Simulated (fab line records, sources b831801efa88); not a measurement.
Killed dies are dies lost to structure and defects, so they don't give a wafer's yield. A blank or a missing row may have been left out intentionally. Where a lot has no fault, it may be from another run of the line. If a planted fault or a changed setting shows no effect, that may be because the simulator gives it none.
A lot that was struck, set against a sound lot -- flow sky130 -- 17 out of 708 route steps
Sound: the wafers L260.1, L260.2, L260.5. Wafers struck: L271.1, L271.2, L271.6. Last of all comes the cause.
Order at every step that has rows: each side's tool, ch and its chambers, its first start. Under that, the readings that differ: sound wafers -- struck wafers -- difference of the means -- sigmas: that difference in standard deviations of wafers without a fault.
alike: readings with means less than 2 such deviations apart, plus words and numbers identical on both sides. not compared: withheld readings, readings lacking a value on some wafer, bounds such as >300 that could conceal the same value, and numbers that have no deviation in the record and whose values overlap.
A row with sigmas, a row that says differs or no value, or rows on one side alone: a step with any of these is where the two part. Numbers that don't overlap but have no deviation are shown without sigmas and don't part them. A reading that every wafer of one side lacks parts them only if that side has two wafers or more.

first, 2 steps without rows for these wafers: SKY_NWELL_IMPLANT_12; SKY_NWELL_IMPLANT_13.
SKY_NWELL_STRIP_14: strips in O2/N2.
  sound on plasma asher-01 ch 0,1, day 6 23:15; struck on plasma asher-04 ch 0,1, day 9 16:31
  alike: drypump motor current A, oes product au, strip time to endpoint s
  not compared: rf hours counter h
SKY_NWELL_TW_MEAS_15:
  sound on film metro-02 at day 6 23:21; struck on film metro-01 at day 9 16:37
  alike: NWELL_TW
then, 7 steps without rows for these wafers: SKY_NWELL_DEHYDRATE_16 (time 60 s); SKY_NWELL_HMDS_17 (prime time 60 s); SKY_NWELL_COAT_18 (resist thk 3000 nm); SKY_NWELL_SOFTBAKE_19; SKY_NWELL_EXPOSE_20 (exposes mask NWM COMPLEMENT, target cd 840 nm); SKY_NWELL_PEB_21; SKY_NWELL_DEVELOP_22 (develop time 60 s).
SKY_NWELL_OVL_MEAS_23:
  sound on overlay-01 at day 7 18:30; struck on overlay-01 at day 10 14:17
reading,sound,struck,difference,sigmas
NWELL_01_OVL (nm),2.3 2.4 2.0,-0.9 -1.8 -1.5,-3.6,-2
SKY_NWELL_IMPLANT_24:
  sound on implanter-01 ch 0, day 7 18:32; struck on implanter-01 ch 0, day 10 14:19
reading,sound,struck,difference,sigmas
dose ions cm2,9.183e+12 9.198e+12 9.187e+12,1.0329e+13 1.0318e+13 1.0324e+13,+1.1343e+12,+99 or more
faraday current uA,50.9 51.7 51.6,56.9 57.3 58.7,+6.2,+6
  alike: end station pressure torr
SKY_NWELL_STRIP_25: strips in O2/N2.
  sound on plasma asher-01 ch 0,1, day 7 18:41; struck on plasma asher-04 ch 0,1, day 10 14:28
  alike: drypump motor current A, oes product au, strip time to endpoint s
  not compared: rf hours counter h
SKY_NWELL_TW_MEAS_26:
  sound on film metro-01 at day 7 18:47; struck on film metro-02 at day 10 14:34
reading,sound,struck,difference,sigmas
NWELL_2_TW,508 510 506,519 520 521,+12,+2
then, 1 step without rows for these wafers: SKY_NWELL_CLEAN_27 (cleans in SC1/SC2, time 150 s).
-- the record jumps here: 40 days lie between the struck wafers' starts before and after (it left off in module NWELL and takes up again in module PAD_OPEN, whose first step shown is number 708 of the route) --
SKY_PAD_OPEN_PROBE_99:
  sound on prober-02 at day 48 07:25; struck on prober-02 at day 50 15:19
reading,sound,struck,difference,sigmas
model.etest.pfet_16v.r on ohm um,1.55e+04 1.55e+04 1.557e+04,1.465e+04 1.477e+04 1.475e+04,-8.000e+02,
model.etest.res pwell under gate.rs ohm sq,2288 2276 2270,2094 2107 2097,-179,
model.etest.pfet_16v.drive ua um,238.2 237.8 237.7,248.3 244.3 247.3,+8.7,
model.etest.field n.vt v (V),36.55 36.9 36.69,39.05 39.16 39.19,+2.42,
  alike: killed_at_M0_to_M3, killed_at_M4_up, killed at contacts, killed at front end, killed at other, killed dies, killed on rim, killed open, killed short

== WHERE THEY PART ==
Earliest at SKY_NWELL_OVL_MEAS_23; latest, in this record, at SKY_NWELL_TW_MEAS_26. Later steps at which nothing parts them and some readings are alike: SKY_PAD_OPEN_PROBE_99.

WHY: what the simulator had put in
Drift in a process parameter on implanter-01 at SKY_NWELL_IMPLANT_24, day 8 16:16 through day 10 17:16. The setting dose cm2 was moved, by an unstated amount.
